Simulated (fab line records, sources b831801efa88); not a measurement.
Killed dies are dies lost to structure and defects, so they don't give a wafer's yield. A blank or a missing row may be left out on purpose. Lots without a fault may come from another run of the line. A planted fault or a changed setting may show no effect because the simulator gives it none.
Which tool did it? | flow gf180mcu | 12 lots, 36 wafers sampled, at 4 steps of a route of 602

WHAT THE GAUGES READ, wafer by wafer
GF_V2_BOW_MEAS_05.
lot  | measured     | on            | V2_BOW (um)
L482 | day 19 06:15 | film_metro-04 | 99 95 99
L483 | day 19 17:18 | film_metro-02 | 91 101 88
L484 | day 20 04:29 | film_metro-02 | 106 106 109
L485 | day 20 07:07 | film_metro-03 | 102 93 96
L486 | day 20 23:02 | film_metro-02 | 109 120 103
L487 | day 21 06:53 | film_metro-03 | 93 89 97
L491 | day 22 17:52 | film_metro-02 | 110 102 117
L496 | day 24 05:28 | film_metro-04 | 98 99 103
L499 | day 25 14:38 | film_metro-04 | 92 91 102
L500 | day 25 17:25 | film_metro-04 | 94 88 94
L503 | day 26 12:36 | film_metro-04 | 112 121 114
L504 | day 26 23:10 | film_metro-04 | 91 102 103

WHICH TOOL RAN EACH LOT (tool, then ch and the chambers of the sampled wafers, then the start)
lot  | GF_V1_CMP_26                  | GF_M2_METAL_ETCH_16               | GF_V2_CVD_02
L482 | cmp-02 ch 0,2,3, day 18 04:49 | rie_metal-04 ch 0,1, day 19 05:01 | pecvd-03 ch 0,2, day 19 05:47
L483 | cmp-02 ch 0,2, day 18 14:41   | rie_metal-01 ch 0,1, day 19 16:04 | pecvd-02 ch 0,1,2, day 19 16:52
L484 | cmp-01 ch 0,2, day 19 01:49   | rie_metal-01 ch 0,1, day 20 03:16 | pecvd-04 ch 1,2, day 20 04:02
L485 | cmp-01 ch 0,2, day 19 05:01   | rie_metal-03 ch 0,1, day 20 05:55 | pecvd-04 ch 0,1,2, day 20 06:41
L486 | cmp-01 ch 2,3, day 19 20:34   | rie_metal-01 ch 0,1, day 20 21:49 | pecvd-04 ch 0,1,2, day 20 22:35
L487 | cmp-01 ch 0,1, day 20 04:36   | rie_metal-03 ch 0,1, day 21 05:34 | pecvd-04 ch 0,1,2, day 21 06:20
L491 | cmp-01 ch 0,2,3, day 21 17:02 | rie_metal-03 ch 0, day 22 16:35   | pecvd-03 ch 1,2, day 22 17:24
L496 | cmp-01 ch 0,2,3, day 23 05:29 | rie_metal-03 ch 0,1, day 24 04:16 | pecvd-04 ch 0,1,2, day 24 05:02
L499 | cmp-01 ch 0,1,3, day 24 15:47 | rie_metal-03 ch 0,1, day 25 13:25 | pecvd-02 ch 1,2, day 25 14:11
L500 | cmp-02 ch 0,2,3, day 24 18:04 | rie_metal-03 ch 0,1, day 25 16:13 | pecvd-03 ch 0,1,2, day 25 16:59
L503 | cmp-02 ch 0,1, day 25 13:55   | rie_metal-04 ch 0,1, day 26 11:22 | pecvd-03 ch 1,2, day 26 12:10
L504 | cmp-01 ch 0,1,3, day 26 00:58 | rie_metal-04 ch 0,1, day 26 21:54 | pecvd-02 ch 0,1,2, day 26 22:43
- GF_V1_CMP_26: polishes, stops on SiO2, t overpolish 15 s, target thk 0 nm.
- GF_M2_METAL_ETCH_16: etches the open film in Cl2/BCl3, stops on SiO2, target depth 627.5 nm, time 104.6 s.
- GF_V2_CVD_02: deposits SiO2 from TEOS, target thk 850 nm, time 94.851 s.

WHAT THE TOOLS THEMSELVES READ (means of the sampled wafers that have a number; where no wafer has one, the mark that the record gives instead)
GF_V1_CMP_26.
lot  | tool   | motor_current_A (A) | overpolish_run_s (s) | retaining_ring_pressure_frac | time_to_endpoint_s (s)
L482 | cmp-02 | 11.6                | 15.007               | 1.001                        | 90
L483 | cmp-02 | 12.1                | 14.994               | 1.004                        | 89
L484 | cmp-01 | 10.2                | 15.006               | 1.002                        | 93
L485 | cmp-01 | 10.7                | 15.008               | 0.999                        | 89
L486 | cmp-01 | 11.2                | 14.999               | 1.004                        | 88
L487 | cmp-01 | 10.3                | 15.007               | 1.000                        | 88
L491 | cmp-01 | 11.0                | 14.998               | 1.003                        | 88
L496 | cmp-01 | 11.2                | 15.003               | 1.005                        | 87
L499 | cmp-01 | 11.4                | 14.994               | 0.998                        | 90
L500 | cmp-02 | 11.7                | 15.015               | 1.001                        | 88
L503 | cmp-02 | 12.1                | 14.999               | 1.001                        | 83
L504 | cmp-01 | 11.5                | 14.999               | 1.004                        | 87

GF_M2_METAL_ETCH_16.
lot  | tool         | bias_w (W) | drypump_motor_current_A (A) | oes_product_au (a.u.) | rf_fwd_power_W (W) | throttle_valve_pct (%)
L482 | rie_metal-04 | 139.9      | 6.05                        | 0.978                 | 791.4              | 28.240
L483 | rie_metal-01 | 139.8      | 6.41                        | 0.976                 | 797.2              | 28.243
L484 | rie_metal-01 | 139.6      | 6.39                        | 0.967                 | 794.1              | 28.242
L485 | rie_metal-03 | 140.2      | 5.78                        | 0.975                 | 796.4              | 28.246
L486 | rie_metal-01 | 140.3      | 6.37                        | 0.978                 | 795.9              | 28.248
L487 | rie_metal-03 | 139.6      | 5.91                        | 0.978                 | 796.5              | 28.246
L491 | rie_metal-03 | 140.2      | 5.66                        | 0.972                 | 797.6              | 28.247
L496 | rie_metal-03 | 139.9      | 5.90                        | 0.971                 | 796.6              | 28.251
L499 | rie_metal-03 | 145.2      | 5.79                        | 0.972                 | 797.7              | 28.248
L500 | rie_metal-03 | 142.6      | 5.90                        | 0.963                 | 797.4              | 28.260
L503 | rie_metal-04 | 139.4      | 6.14                        | 0.971                 | 795.1              | 28.259
L504 | rie_metal-04 | 139.8      | 6.03                        | 0.968                 | 794.0              | 28.259

GF_V2_CVD_02.
lot  | tool     | heater_power_w (W) | rf_fwd_power_W (W)
L482 | pecvd-03 | 852                | 595.5
L483 | pecvd-02 | 545                | 597.1
L484 | pecvd-04 | 508                | 597.3
L485 | pecvd-04 | 523                | 598.9
L486 | pecvd-04 | 539                | 598.1
L487 | pecvd-04 | 492                | 598.2
L491 | pecvd-03 | 727                | 597.3
L496 | pecvd-04 | 529                | 596.2
L499 | pecvd-02 | 642                | 595.7
L500 | pecvd-03 | 718                | 598.3
L503 | pecvd-03 | 761                | 598.6
L504 | pecvd-02 | 566                | 598.0

THE ANSWER, worked out from the rows above alone
Rule: what is usual is taken from the lots themselves. Put in order of their means at a reading, lots are off if they are a third of the lots or fewer, leave a main group of 4 or more, and stand apart from it by a gap of 3 or more times the standard deviation of the main group's means; of several such gaps the widest counts. A main group whose means are all the same, to the digits that the tables above print for the reading, isn't used. A lot without any number at a reading at which 4 lots or more have one is off too. The other lots that the step has rows for count as sound. The gauges are gone through in route order, then the tools' own readings, and for those a lot's mean is taken as printed above. The first step at which some lot is off is used, and at that step the reading that is off furthest; a lot without a number counts as furthest.
Off: L499, L500, at GF_M2_METAL_ETCH_16 (bias_w). The main group: mean 139.9 W, standard deviation 0.28.
A tool fits if, at that step or a process step before it, it ran every lot that is off, and no sound lot after the first of them. One fits: rie_metal-03 at GF_M2_METAL_ETCH_16. Its last sound lot is L496 (day 24 04:16), its first lot that is off L499 (day 25 13:25): a fault that began between those two fits.
The tool's own readings at GF_M2_METAL_ETCH_16 bear it out: on the lots that are off they differ by more than 5 times the standard deviation of the sound lots' means. bias_w reads 143.9 W there against 139.9 W on the sound lots.

WHAT THE SIMULATOR HAD PUT IN
Process parameter drift: rie_metal-03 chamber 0, from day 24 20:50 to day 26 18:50, at GF_M2_METAL_ETCH_16. Setting bias_w, moved by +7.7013, from 140. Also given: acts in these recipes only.
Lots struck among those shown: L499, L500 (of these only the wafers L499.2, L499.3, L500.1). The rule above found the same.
